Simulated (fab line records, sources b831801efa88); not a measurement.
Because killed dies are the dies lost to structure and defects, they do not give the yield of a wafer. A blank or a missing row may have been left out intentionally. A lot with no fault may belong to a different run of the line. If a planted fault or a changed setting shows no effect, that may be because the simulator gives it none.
Which tool is to blame? || flow sky130 || Sampling: 10 lots, 30 wafers, 7 of 708 route steps

WHAT THE GAUGES READ, wafer by wafer
SKY_VIA3_CD_MEAS_12: the cd target is 200 nm.
{"lot": "L410", "measured": "day 39 19:26", "on": "cd sem-02", "cd nm (nm)": "200.9 201.0 201.8"}
{"lot": "L412", "measured": "day 40 12:47", "on": "cd sem-01", "cd nm (nm)": "202.1 202.7 201.2"}
{"lot": "L415", "measured": "day 41 00:47", "on": "cd sem-02", "cd nm (nm)": "199.8 201.2 202.0"}
{"lot": "L416", "measured": "day 41 20:20", "on": "cd sem-02", "cd nm (nm)": "199.8 199.0 200.3"}
{"lot": "L424", "measured": "day 43 17:38", "on": "cd sem-02", "cd nm (nm)": "199.9 199.6 200.4"}
{"lot": "L426", "measured": "day 44 14:08", "on": "cd sem-01", "cd nm (nm)": "202.3 201.9 201.3"}
{"lot": "L429", "measured": "day 44 22:19", "on": "cd sem-01", "cd nm (nm)": "199.5 199.2 200.7"}
{"lot": "L430", "measured": "day 45 09:20", "on": "cd sem-01", "cd nm (nm)": "202.4 202.1 203.4"}
{"lot": "L431", "measured": "day 45 14:32", "on": "cd sem-02", "cd nm (nm)": "201.2 201.1 202.2"}
{"lot": "L432", "measured": "day 46 04:16", "on": "cd sem-02", "cd nm (nm)": "199.9 199.9 200.6"}

SKY_METAL4_OVL_MEAS_14.
{"lot": "L410", "measured": "day 41 22:29", "on": "overlay-02", "METAL4_OVL (nm)": "-1 3 3"}
{"lot": "L412", "measured": "day 42 15:15", "on": "overlay-01", "METAL4_OVL (nm)": "1 4 0"}
{"lot": "L415", "measured": "day 43 03:17", "on": "overlay-01", "METAL4_OVL (nm)": "4 -1 0"}
{"lot": "L416", "measured": "day 43 21:24", "on": "overlay-02", "METAL4_OVL (nm)": "4 2 1"}
{"lot": "L424", "measured": "day 45 15:39", "on": "overlay-02", "METAL4_OVL (nm)": "-1 -9 -10"}
{"lot": "L426", "measured": "day 46 10:53", "on": "overlay-02", "METAL4_OVL (nm)": "-1 -4 0"}
{"lot": "L429", "measured": "day 46 18:29", "on": "overlay-01", "METAL4_OVL (nm)": "-5 -7 -3"}
{"lot": "L430", "measured": "day 47 04:20", "on": "overlay-02", "METAL4_OVL (nm)": "-6 -1 5"}
{"lot": "L431", "measured": "day 47 09:41", "on": "overlay-01", "METAL4_OVL (nm)": "1 8 5"}
{"lot": "L432", "measured": "day 47 22:30", "on": "overlay-02", "METAL4_OVL (nm)": "10 3 9"}

SKY_METAL5_THK_MEAS_06: measures by xrf.
{"lot": "L410", "measured": "day 43 01:44", "on": "film metro-01", "METAL5_ALCU_THK (nm)": "1154 1161 1159"}
{"lot": "L412", "measured": "day 43 18:00", "on": "film metro-02", "METAL5_ALCU_THK (nm)": "1177 1188 1188"}
{"lot": "L415", "measured": "day 44 05:26", "on": "film metro-02", "METAL5_ALCU_THK (nm)": "1183 1168 1164"}
{"lot": "L416", "measured": "day 44 22:26", "on": "film metro-01", "METAL5_ALCU_THK (nm)": "1160 1153 1166"}
{"lot": "L424", "measured": "day 46 15:08", "on": "film metro-04", "METAL5_ALCU_THK (nm)": "1300 1317 1312"}
{"lot": "L426", "measured": "day 47 09:31", "on": "film metro-04", "METAL5_ALCU_THK (nm)": "1305 1302 1312"}
{"lot": "L429", "measured": "day 47 17:07", "on": "film metro-01", "METAL5_ALCU_THK (nm)": "1163 1158 1160"}
{"lot": "L430", "measured": "day 48 02:06", "on": "film metro-01", "METAL5_ALCU_THK (nm)": "1159 1175 1164"}
{"lot": "L431", "measured": "day 48 07:51", "on": "film metro-04", "METAL5_ALCU_THK (nm)": "1171 1177 1174"}
{"lot": "L432", "measured": "day 48 20:01", "on": "film metro-04", "METAL5_ALCU_THK (nm)": "1164 1171 1181"}

SKY_PAD_OPEN_BOW_MEAS_13.
{"lot": "L410", "measured": "day 45 21:48", "on": "film metro-03", "PAD_OPEN_BOW (um)": "46 56 59"}
{"lot": "L412", "measured": "day 46 14:34", "on": "film metro-03", "PAD_OPEN_BOW (um)": "56 49 53"}
{"lot": "L415", "measured": "day 46 23:59", "on": "film metro-02", "PAD_OPEN_BOW (um)": "40 54 41"}
{"lot": "L416", "measured": "day 47 15:13", "on": "film metro-02", "PAD_OPEN_BOW (um)": "40 61 31"}
{"lot": "L424", "measured": "day 49 02:35", "on": "film metro-04", "PAD_OPEN_BOW (um)": "42 43 46"}
{"lot": "L426", "measured": "day 49 18:48", "on": "film metro-04", "PAD_OPEN_BOW (um)": "47 50 39"}
{"lot": "L429", "measured": "day 50 01:07", "on": "film metro-04", "PAD_OPEN_BOW (um)": "51 36 54"}
{"lot": "L430", "measured": "day 50 09:22", "on": "film metro-04", "PAD_OPEN_BOW (um)": "46 53 53"}
{"lot": "L431", "measured": "day 50 13:23", "on": "film metro-04", "PAD_OPEN_BOW (um)": "53 62 50"}
{"lot": "L432", "measured": "day 50 22:39", "on": "film metro-03", "PAD_OPEN_BOW (um)": "44 59 44"}

TOOL THAT RAN EACH LOT (tool first, then ch and the chambers of the sampled wafers, then the start)
{"lot": "L410", "SKY_METAL5_SPUTTER_04": "pvd sputter-02, day 43 01:34", "SKY_METAL5_METAL_ETCH_15": "rie metal-03 ch 0,1, day 44 00:04", "SKY_PASSIVATION_ETCH_11": "rie diel-04 ch 0,1,3, day 44 22:59"}
{"lot": "L412", "SKY_METAL5_SPUTTER_04": "pvd sputter-01, day 43 17:50", "SKY_METAL5_METAL_ETCH_15": "rie metal-03 ch 0,1, day 44 16:17", "SKY_PASSIVATION_ETCH_11": "rie diel-04 ch 0,1,3, day 45 14:43"}
{"lot": "L415", "SKY_METAL5_SPUTTER_04": "pvd sputter-04, day 44 05:16", "SKY_METAL5_METAL_ETCH_15": "rie metal-01 ch 0,1, day 45 02:44", "SKY_PASSIVATION_ETCH_11": "rie diel-03 ch 0,3, day 46 01:34"}
{"lot": "L416", "SKY_METAL5_SPUTTER_04": "pvd sputter-02, day 44 22:16", "SKY_METAL5_METAL_ETCH_15": "rie metal-03 ch 0, day 45 18:34", "SKY_PASSIVATION_ETCH_11": "rie diel-01 ch 0,1, day 46 16:32"}
{"lot": "L424", "SKY_METAL5_SPUTTER_04": "pvd sputter-02, day 46 14:58", "SKY_METAL5_METAL_ETCH_15": "rie metal-02 ch 1, day 47 10:28", "SKY_PASSIVATION_ETCH_11": "rie diel-04 ch 0,2,3, day 48 06:28"}
{"lot": "L426", "SKY_METAL5_SPUTTER_04": "pvd sputter-02, day 47 09:21", "SKY_METAL5_METAL_ETCH_15": "rie metal-01 ch 0,1, day 48 04:13", "SKY_PASSIVATION_ETCH_11": "rie diel-03 ch 0,2,3, day 48 23:35"}
{"lot": "L429", "SKY_METAL5_SPUTTER_04": "pvd sputter-01, day 47 16:56", "SKY_METAL5_METAL_ETCH_15": "rie metal-01 ch 0,1, day 48 11:25", "SKY_PASSIVATION_ETCH_11": "rie diel-04 ch 1,2,3, day 49 06:19"}
{"lot": "L430", "SKY_METAL5_SPUTTER_04": "pvd sputter-04, day 48 01:56", "SKY_METAL5_METAL_ETCH_15": "rie metal-03 ch 0,1, day 48 20:07", "SKY_PASSIVATION_ETCH_11": "rie diel-04 ch 0,3, day 49 14:31"}
{"lot": "L431", "SKY_METAL5_SPUTTER_04": "pvd sputter-04, day 48 07:40", "SKY_METAL5_METAL_ETCH_15": "rie metal-01 ch 1, day 49 01:25", "SKY_PASSIVATION_ETCH_11": "rie diel-03 ch 1,2,3, day 49 18:53"}
{"lot": "L432", "SKY_METAL5_SPUTTER_04": "pvd sputter-01, day 48 19:49", "SKY_METAL5_METAL_ETCH_15": "rie metal-02 ch 0,1, day 49 13:14", "SKY_PASSIVATION_ETCH_11": "rie diel-01 ch 0,2, day 50 05:58"}
- SKY_METAL5_SPUTTER_04: material TiN, target thk 70 nm, time 58.3 s.
- SKY_METAL5_METAL_ETCH_15: etches the open film in Cl2/BCl3, stops on SiO2, target depth 1260 nm, time 252 s.
- SKY_PASSIVATION_ETCH_11: etches the open film in CF4/O2, stops on AlCu, target depth 725 nm, time 161.1 s.

AS READ BY THE TOOLS THEMSELVES (means over the sampled wafers that have a number; for cases with no such wafer, the mark the record gives instead)
SKY_METAL5_SPUTTER_04.
{"lot": "L410", "tool": "pvd sputter-02", "throttle valve pct (%)": 31.3}
{"lot": "L412", "tool": "pvd sputter-01", "throttle valve pct (%)": 31.6}
{"lot": "L415", "tool": "pvd sputter-04", "throttle valve pct (%)": 29.9}
{"lot": "L416", "tool": "pvd sputter-02", "throttle valve pct (%)": 29.7}
{"lot": "L424", "tool": "pvd sputter-02", "throttle valve pct (%)": 31.3}
{"lot": "L426", "tool": "pvd sputter-02", "throttle valve pct (%)": 30.3}
{"lot": "L429", "tool": "pvd sputter-01", "throttle valve pct (%)": 30.7}
{"lot": "L430", "tool": "pvd sputter-04", "throttle valve pct (%)": 30.1}
{"lot": "L431", "tool": "pvd sputter-04", "throttle valve pct (%)": 29.8}
{"lot": "L432", "tool": "pvd sputter-01", "throttle valve pct (%)": 31.4}

SKY_METAL5_METAL_ETCH_15.
{"lot": "L410", "tool": "rie metal-03", "drypump motor current A (A)": 5.71, "oes product au (a.u.)": 0.896, "throttle valve pct (%)": 22.268}
{"lot": "L412", "tool": "rie metal-03", "drypump motor current A (A)": 5.74, "oes product au (a.u.)": 0.889, "throttle valve pct (%)": 22.264}
{"lot": "L415", "tool": "rie metal-01", "drypump motor current A (A)": 5.70, "oes product au (a.u.)": 0.893, "throttle valve pct (%)": 22.262}
{"lot": "L416", "tool": "rie metal-03", "drypump motor current A (A)": 5.72, "oes product au (a.u.)": 0.892, "throttle valve pct (%)": 22.261}
{"lot": "L424", "tool": "rie metal-02", "drypump motor current A (A)": 5.99, "oes product au (a.u.)": 0.878, "throttle valve pct (%)": 22.261}
{"lot": "L426", "tool": "rie metal-01", "drypump motor current A (A)": 5.71, "oes product au (a.u.)": 0.879, "throttle valve pct (%)": 22.273}
{"lot": "L429", "tool": "rie metal-01", "drypump motor current A (A)": 5.89, "oes product au (a.u.)": 0.895, "throttle valve pct (%)": 22.263}
{"lot": "L430", "tool": "rie metal-03", "drypump motor current A (A)": 5.72, "oes product au (a.u.)": 0.890, "throttle valve pct (%)": 22.261}
{"lot": "L431", "tool": "rie metal-01", "drypump motor current A (A)": 6.04, "oes product au (a.u.)": 0.894, "throttle valve pct (%)": 22.271}
{"lot": "L432", "tool": "rie metal-02", "drypump motor current A (A)": 5.90, "oes product au (a.u.)": 0.894, "throttle valve pct (%)": 22.257}

SKY_PASSIVATION_ETCH_11.
{"lot": "L410", "tool": "rie diel-04", "drypump motor current A (A)": 5.4, "oes product au (a.u.)": 0.978, "throttle valve pct (%)": 5.964}
{"lot": "L412", "tool": "rie diel-04", "drypump motor current A (A)": 5.4, "oes product au (a.u.)": 0.976, "throttle valve pct (%)": 5.967}
{"lot": "L415", "tool": "rie diel-03", "drypump motor current A (A)": 5.8, "oes product au (a.u.)": 0.979, "throttle valve pct (%)": 5.972}
{"lot": "L416", "tool": "rie diel-01", "drypump motor current A (A)": 6.0, "oes product au (a.u.)": 0.979, "throttle valve pct (%)": 5.968}
{"lot": "L424", "tool": "rie diel-04", "drypump motor current A (A)": 5.9, "oes product au (a.u.)": 0.935, "throttle valve pct (%)": 5.949}
{"lot": "L426", "tool": "rie diel-03", "drypump motor current A (A)": 5.6, "oes product au (a.u.)": 0.929, "throttle valve pct (%)": 5.947}
{"lot": "L429", "tool": "rie diel-04", "drypump motor current A (A)": 5.4, "oes product au (a.u.)": 0.973, "throttle valve pct (%)": 5.959}
{"lot": "L430", "tool": "rie diel-04", "drypump motor current A (A)": 5.9, "oes product au (a.u.)": 0.969, "throttle valve pct (%)": 5.971}
{"lot": "L431", "tool": "rie diel-03", "drypump motor current A (A)": 5.7, "oes product au (a.u.)": 0.980, "throttle valve pct (%)": 5.963}
{"lot": "L432", "tool": "rie diel-01", "drypump motor current A (A)": 6.1, "oes product au (a.u.)": 0.964, "throttle valve pct (%)": 5.958}

THE ANSWER, worked out from the rows above alone
Rule: what is usual is taken from the lots themselves. Put in order of their means at a reading, lots are off if they are a third of the lots or fewer, leave a main group of 4 or more, and stand apart from it by a gap of 3 or more times the standard deviation of the main group's means; of several such gaps the widest counts. If all means in a main group match to the digits the tables above print for the reading, that group is not used. A lot without any number at a reading at which 4 lots or more have one is off too. All remaining lots with rows at the step are treated as sound. After the gauges, taken in route order, come the tools' own readings; for these a lot's mean is taken, as printed above. At the first step where some lot is off, the reading lying furthest off is the one used; lots without a number count as furthest.
Off: L424, L426, at SKY_METAL5_THK_MEAS_06 (METAL5_ALCU_THK). Mean 1168 nm and standard deviation 8.4 in the main group.
If a tool, at a process step before that reading, ran all the lots that are off and no sound lot after the first of them, it fits. The gauges at SKY_METAL5_THK_MEAS_06 aren't tried: what is off there is off at SKY_METAL5_METAL_ETCH_15 too, on other tools, and a gauge's error can't cause that. One fits: SKY_METAL5_SPUTTER_04 on pvd sputter-02. A fault onset in the window from L416 (day 44 22:16, its last sound lot) to L424 (day 46 14:58, its first lot off) fits.

WHAT THE SIMULATOR HAD PUT IN
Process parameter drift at SKY_METAL5_SPUTTER_04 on pvd sputter-02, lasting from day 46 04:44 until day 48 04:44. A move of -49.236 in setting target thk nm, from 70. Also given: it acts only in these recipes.
Shown lots that were struck: L424, L426. This agrees with what the rule above found.
